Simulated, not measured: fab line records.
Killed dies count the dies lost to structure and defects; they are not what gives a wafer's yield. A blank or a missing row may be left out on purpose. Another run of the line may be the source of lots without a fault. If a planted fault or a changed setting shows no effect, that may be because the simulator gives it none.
fab line records | flow gf180mcu
record: lots: 10 wafers: 30 last_day: 34
route steps=602 shown V2@397 V3@430 M4@473
lots untouched by any fault: they come from a run of this same line in which no faults occurred
start_h: the number of hours between the record's first day and the start of the first shown wafer of the lot | wait_h: hours from the lot's prior step to this one | " repeats the value in the row above | L1.1+2: several wafers, shown together as one row | - value missing, or start not given | * or withheld: withheld | < > ~ a bound
route shown NAME@n: a module of which the file shows steps, and the number in the route of the first | usual: mean/standard deviation taken from wafers without a fault | same: alike in all rows | chamber/n: place in a boat | sites: readings site by site | _std_site: their standard deviation | _edge_site: outer sites' mean less inner sites' | radius_mm: for every site, how far away it sits from the centre of the wafer | mask NAME#n: copy n | behind: the most recent tool/chamber to have shaped the wafer | hold: the reason the lot was held/the length of the hold in hours/how it ended | device: the n, p or np transistor that did not switch | end of line: at the end of the route, the tests of the same wafers | a step without rows: its recipe alone | killed: not the wafer's yield, but the dies lost to structure and defects at the first sort | map: a wafer's dies, marking killed ones x, the rest . and places with no die _
set.NAME: the run value of the setting; set.NAME@STEP: its run value at that earlier step | model.NAME: the simulator's own value behind a step, which no gauge read
steps of the route over a sample of lots; a table a step, a row a wafer
services: a tool's chamber out of use, with start hour (start_h, from the record's first day; less than 0 if before it), hours out, and reason
== steps ==
step: GF_V2_OVL_MEAS_15
usual: V2_OVL: 2/5.1
columns lot.wafer tool chamber start_h wait_h V2_OVL[nm]
L755.2 overlay-02 - 498.19 0.1 4
L755.3 " - " " -3
L755.5 " - " " -1
L754.4 overlay-02 - 502.87 0.1 2
L754.5 " - " " 2
L754.6 " - " " 3
L756.3 overlay-01 - 510.09 0.1 2
L756.4 " - " " -1
L756.5 " - " " 8
L757.2 overlay-02 - 519.84 0.1 10
L757.3 " - " " 5
L757.5 " - " " 4
L758.1 overlay-02 - 529.68 0.1 -3
L758.2 " - " " 2
L758.4 " - " " 6
L759.3 overlay-01 - 530.64 0.1 11
L759.4 " - " " 4
L759.5 " - " " 7
L766.2 overlay-01 - 593.86 0.1 7
L766.3 " - " " -2
L766.4 " - " " 4
L768.2 overlay-02 - 605.14 0.1 5
L768.4 " - " " 3
L768.6 " - " " 10
L772.4 overlay-02 - 630.50 0.1 -4
L772.5 " - " " 2
L772.6 " - " " -7
L773.2 overlay-01 - 638.79 0.1 10
L773.4 " - " " 4
L773.6 " - " " 6
step: GF_V3_THK_MEAS_01
recipe: reads: SiO2_of_V3_CVD_00
usual: V3_CVD_00_THK: 592/8.6
columns lot.wafer tool chamber start_h wait_h V3_CVD_00_THK[nm]
L755.2 film_metro-03 - 523.68 0.0 605
L755.3 " - " " 598
L755.5 " - " " 596
L754.4 film_metro-02 - 528.68 0.0 588
L754.5 " - " " 587
L754.6 " - " " 574
L756.3 film_metro-03 - 535.65 0.1 581
L756.4 " - " " 585
L756.5 " - " " 590
L757.2 film_metro-02 - 544.34 0.1 598
L757.3 " - " " 587
L757.5 " - " " 592
L758.1 film_metro-01 - 555.16 0.0 608
L758.2 " - " " 609
L758.4 " - " " 610
L759.3 film_metro-03 - 556.13 0.1 587
L759.4 " - " " 574
L759.5 " - " " 591
L766.2 film_metro-01 - 616.98 0.0 602
L766.3 " - " " 590
L766.4 " - " " 601
L768.2 film_metro-02 - 628.45 0.0 597
L768.4 " - " " 609
L768.6 " - " " 597
L772.4 film_metro-01 - 653.47 0.0 592
L772.5 " - " " 598
L772.6 " - " " 594
L773.2 film_metro-03 - 661.13 0.0 603
L773.4 " - " " 608
L773.6 " - " " 604
step: GF_V3_CVD_23
recipe: material: W target_thk_nm: 350 time_s: 104.9 temp_c: 400 pressure_torr: 40
usual: heater_power_w: 924/80 susceptor_temp_C: 399.98/0.23
columns lot.wafer tool chamber start_h wait_h heater_power_w susceptor_temp_C
L755.2 cvd_w-01 0 547.33 0.0 914 400.18
L755.3 " 1 " " 978 400.14
L755.5 " 0 " " 871 400.06
L754.4 cvd_w-01 0 553.13 0.1 894 399.58
L754.5 " 1 " " 1000 399.86
L754.6 " 0 " " 883 399.54
L756.3 cvd_w-01 0 558.81 0.1 900 399.98
L756.4 " 1 " " 972 400.15
L756.5 " 0 " " 918 400.24
L757.2 cvd_w-02 1 567.91 0.0 1028 400.00
L757.3 " 1 " " 1045 400.16
L757.5 " 0 " " 765 399.93
L758.1 cvd_w-02 0 578.11 0.0 780 400.05
L758.2 " 1 " " 995 399.81
L758.4 " 0 " " 793 400.30
L759.3 cvd_w-01 0 579.67 0.1 902 400.01
L759.4 " 1 " " 969 399.98
L759.5 " 1 " " 974 399.90
L766.2 cvd_w-01 1 638.21 0.0 951 400.10
L766.3 " 0 " " 816 388.13
L766.4 " 1 " " 988 399.79
L768.2 cvd_w-01 0 649.67 0.0 844 388.03
L768.4 " 1 " " 984 400.37
L768.6 " 0 " " 829 387.84
L772.4 cvd_w-02 1 674.60 0.0 1017 400.11
L772.5 " 0 " " 811 399.45
L772.6 " 1 " " 1042 400.40
L773.2 cvd_w-02 0 682.43 0.0 791 399.79
L773.4 " 0 " " 799 400.02
L773.6 " 0 " " 812 399.84
step: GF_V3_RS_MEAS_24
recipe: thk_meas_gauge: four-point-probe reads: W_of_V3_CVD_23+TiN_of_V3_SPUTTER_22+Ti_of_V3_SPUTTER_21
usual: V3_W_RS: 0.329/0.0037
columns lot.wafer tool chamber start_h wait_h V3_W_RS[ohm/sq]
L755.2 film_metro-02 - 547.46 0.1 0.328
L755.3 " - " " 0.329
L755.5 " - " " 0.330
L754.4 film_metro-02 - 553.26 0.1 0.331
L754.5 " - " " 0.332
L754.6 " - " " 0.329
L756.3 film_metro-02 - 558.92 0.1 0.327
L756.4 " - " " 0.329
L756.5 " - " " 0.331
L757.2 film_metro-01 - 568.04 0.1 0.333
L757.3 " - " " 0.338
L757.5 " - " " 0.330
L758.1 film_metro-02 - 578.22 0.1 0.331
L758.2 " - " " 0.334
L758.4 " - " " 0.329
L759.3 film_metro-02 - 579.78 0.1 0.335
L759.4 " - " " 0.331
L759.5 " - " " 0.334
L766.2 film_metro-01 - 638.34 0.1 0.323
L766.3 " - " " 0.400
L766.4 " - " " 0.323
L768.2 film_metro-03 - 649.80 0.1 0.407
L768.4 " - " " 0.326
L768.6 " - " " 0.404
L772.4 film_metro-02 - 674.73 0.1 0.326
L772.5 " - " " 0.328
L772.6 " - " " 0.328
L773.2 film_metro-03 - 682.56 0.1 0.334
L773.4 " - " " 0.333
L773.6 " - " " 0.333
step: GF_V3_THK_MEAS_25
recipe: thk_meas_gauge: xrf reads: W_of_V3_CVD_23
usual: V3_W_THK: 361/5.2
columns lot.wafer tool chamber start_h wait_h V3_W_THK[nm]
L755.2 film_metro-02 - 547.57 0.1 367
L755.3 " - " " 367
L755.5 " - " " 365
L754.4 film_metro-02 - 553.35 0.1 359
L754.5 " - " " 357
L754.6 " - " " 363
L756.3 film_metro-02 - 559.02 0.1 362
L756.4 " - " " 364
L756.5 " - " " 358
L757.2 film_metro-01 - 568.15 0.1 352
L757.3 " - " " 347
L757.5 " - " " 355
L758.1 film_metro-02 - 578.34 0.1 359
L758.2 " - " " 357
L758.4 " - " " 361
L759.3 film_metro-02 - 579.88 0.1 356
L759.4 " - " " 358
L759.5 " - " " 356
L766.2 film_metro-01 - 638.45 0.1 369
L766.3 " - " " 297
L766.4 " - " " 369
L768.2 film_metro-03 - 649.91 0.1 293
L768.4 " - " " 361
L768.6 " - " " 294
L772.4 film_metro-02 - 674.82 0.1 367
L772.5 " - " " 365
L772.6 " - " " 365
L773.2 film_metro-03 - 682.67 0.1 357
L773.4 " - " " 355
L773.6 " - " " 355
step: GF_V3_CMP_26
recipe: stop_on: SiO2 down_force_psi: 3.5 platen_rpm: 60 t_overpolish_s: 15 target_thk_nm: 0 pad_velocity_m_s: 0.94248
usual: edge_zone_pressure_frac: 1.000/0.0054 head_pressure_psi: 3.500/0.0068 motor_current_A: 11.6/1.6 retaining_ring_pressure_frac: 1.000/0.0048 time_to_endpoint_s: 88/3.7
columns lot.wafer tool chamber start_h wait_h edge_zone_pressure_frac head_pressure_psi motor_current_A retaining_ring_pressure_frac time_to_endpoint_s
L755.3 cmp-01 0 547.62 0.0 0.996 3.504 10.8 1.002 89
L755.2 " 1 " " 1.010 3.495 14.7 1.008 89
L755.5 " 1 " " 1.010 3.487 15.2 1.001 89
L754.4 cmp-01 1 553.38 0.0 0.997 3.500 15.1 0.999 92
L754.6 " 1 " " 0.994 3.492 13.7 1.007 92
L754.5 " 2 " " 0.999 3.509 10.8 1.001 86
L756.4 cmp-01 2 559.06 0.0 1.003 3.505 10.8 1.009 87
L756.3 " 1 " " 0.995 3.508 14.2 1.002 93
L756.5 " 2 " " 1.007 3.502 10.4 1.000 84
L757.3 cmp-02 2 568.25 0.1 0.994 3.499 11.4 0.998 87
L757.2 " 3 " " 0.996 3.503 12.0 1.003 88
L757.5 " 2 " " 0.993 3.502 11.4 0.996 89
L758.1 cmp-02 1 578.40 0.1 0.997 3.503 10.6 1.010 81
L758.4 " 2 " " 0.985 3.496 11.4 1.002 87
L758.2 " 0 " " 1.006 3.496 8.6 0.994 83
L759.3 cmp-01 3 579.92 0.0 1.000 3.509 12.5 0.993 90
L759.4 " 1 " " 0.997 3.492 14.9 1.000 89
L759.5 " 0 " " 1.000 3.495 11.2 1.003 90
L766.4 cmp-02 2 639.04 0.6 0.994 3.504 10.7 0.997 93
L766.2 " 3 " " 1.008 3.492 11.6 1.003 89
L766.3 " 0 " " 1.003 3.516 8.4 1.000 74
L768.2 cmp-02 1 650.06 0.1 0.997 3.504 11.4 1.005 70
L768.4 " 2 " " 0.997 3.505 11.9 1.006 90
L768.6 " 0 " " 0.991 3.507 9.0 0.999 71
L772.4 cmp-01 3 674.85 0.0 0.997 3.493 12.5 0.998 92
L772.5 " 3 " " 0.998 3.488 11.7 1.003 91
L772.6 " 0 " " 1.002 3.501 11.3 0.999 93
L773.2 cmp-01 2 682.72 0.0 1.013 3.498 10.6 1.001 82
L773.4 " 3 " " 1.010 3.493 13.3 1.002 90
L773.6 " 3 " " 1.003 3.505 12.0 1.005 92
step: GF_M4_STRIP_17
recipe: chemistry: O2/N2 power_w: 1400 pressure_mtorr: 1500 platen_temp_c: 250 o2_flow_sccm: 3000 n2_flow_sccm: 300 overash_fraction: 0.5
usual: drypump_motor_current_A: 5.7/0.42 heater_power_w: 330/38 oes_product_au: 0.537/0.0042 strip_time_to_endpoint_s: 7.38/0.038
columns lot.wafer tool chamber start_h wait_h drypump_motor_current_A heater_power_w oes_product_au rf_hours_counter_h strip_time_to_endpoint_s
L755.2 plasma_asher-04 1 570.49 0.1 5.6 337 0.546 95 7.38
L755.3 " 0 " " 5.6 286 0.535 - 7.37
L755.5 " 1 " " 5.5 333 0.539 - 7.43
L754.4 plasma_asher-02 1 575.67 0.1 6.2 352 0.543 - 7.35
L754.5 " 0 " " 6.0 299 0.542 - 7.37
L754.6 " 1 " " 6.2 357 0.540 - 7.40
L756.3 plasma_asher-02 0 581.62 0.1 6.0 298 0.541 - 7.37
L756.4 " 1 " " 6.2 355 0.539 - 7.36
L756.5 " 0 " " 6.0 302 0.541 - 7.36
L757.2 plasma_asher-02 0 590.39 0.1 6.0 290 0.533 84 7.38
L757.3 " 0 " " 6.0 297 0.536 - 7.41
L757.5 " 0 " " 6.0 295 0.539 - 7.39
L758.1 plasma_asher-02 0 600.69 0.1 6.0 293 0.546 85 7.38
L758.2 " 1 " " 6.1 363 0.541 85 7.44
L758.4 " 1 " " 6.2 357 0.538 - 7.38
L759.3 plasma_asher-02 0 601.47 0.1 6.0 294 0.534 - 7.33
L759.4 " 1 " " 6.2 373 0.540 - 7.37
L759.5 " 0 " " 6.0 290 0.536 - 7.34
L766.2 plasma_asher-03 0 659.49 0.1 5.3 396 0.530 23 7.35
L766.3 " 0 " " 5.3 398 0.530 - 7.35
L766.4 " 1 " " 4.9 307 0.535 - 7.40
L768.2 plasma_asher-04 0 670.26 0.1 5.6 285 0.543 105 7.42
L768.4 " 0 " " 5.6 297 0.535 - 7.44
L768.6 " 1 " " 5.6 337 0.540 - 7.46
L772.4 plasma_asher-04 1 694.07 0.1 5.6 332 0.543 - 7.35
L772.5 " 1 " " 5.6 333 0.534 - 7.34
L772.6 " 0 " " 5.6 289 0.536 - 7.33
L773.2 plasma_asher-03 0 702.39 0.1 5.3 406 0.543 28 7.43
L773.4 " 0 " " 5.3 404 0.540 - 7.39
L773.6 " 0 " " 5.3 404 0.531 - 7.40
== services ==
columns tool chamber start_h hours kind
plasma_asher-02 - 524.30 7.0 repair
cmp-02 - 563.98 1.8 repair
cmp-02 - 572.06 4.0 pm
cmp-02 - 576.06 - consumable_replace:conditioner
cmp-02 - 576.06 - consumable_replace:pad
cvd_w-01 - 601.87 2.8 pm
cmp-02 - 604.94 4.8 pm
cvd_w-01 1 611.95 4.4 repair
cmp-01 - 637.20 1.9 repair
cvd_w-01 - 646.00 0.9 repair
plasma_asher-02 - 647.63 0.7 repair
plasma_asher-03 - 647.88 0.3 repair
cvd_w-01 - 667.93 6.9 pm
plasma_asher-02 - 690.23 19.2 pm
cvd_w-01 1 698.50 2.1 repair
plasma_asher-04 - 701.69 0.9 repair
== key ==
first_sign: step: GF_V3_CVD_23 reading: susceptor_temp_C direction: down sigmas: 51 usual: * struck: *
effect: step: GF_V3_RS_MEAS_24 reading: V3_W_RS direction: up sigmas: 20 usual: 0.329 struck: 0.404
effect: step: GF_V3_THK_MEAS_25 reading: V3_W_THK direction: down sigmas: 13 usual: 361 struck: 295
effect: step: GF_V3_CMP_26 reading: time_to_endpoint_s direction: down sigmas: 4.4 usual: * struck: *
met_at GF_V3_CVD_23
struck_lots L766,L768
struck_wafers L766.3,L768.2,L768.6
not_acting_at GF_V2_OVL_MEAS_15,GF_V3_THK_MEAS_01,GF_M4_STRIP_17
onset_between 579.67 638.21
fault: kind: process_parameter_drift tool: cvd_w-01 chamber: 0 onset_h: 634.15 steps: GF_V3_CVD_23 channel: temp_c offset: * shape: step end_h: 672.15 acts_in: * stated: *
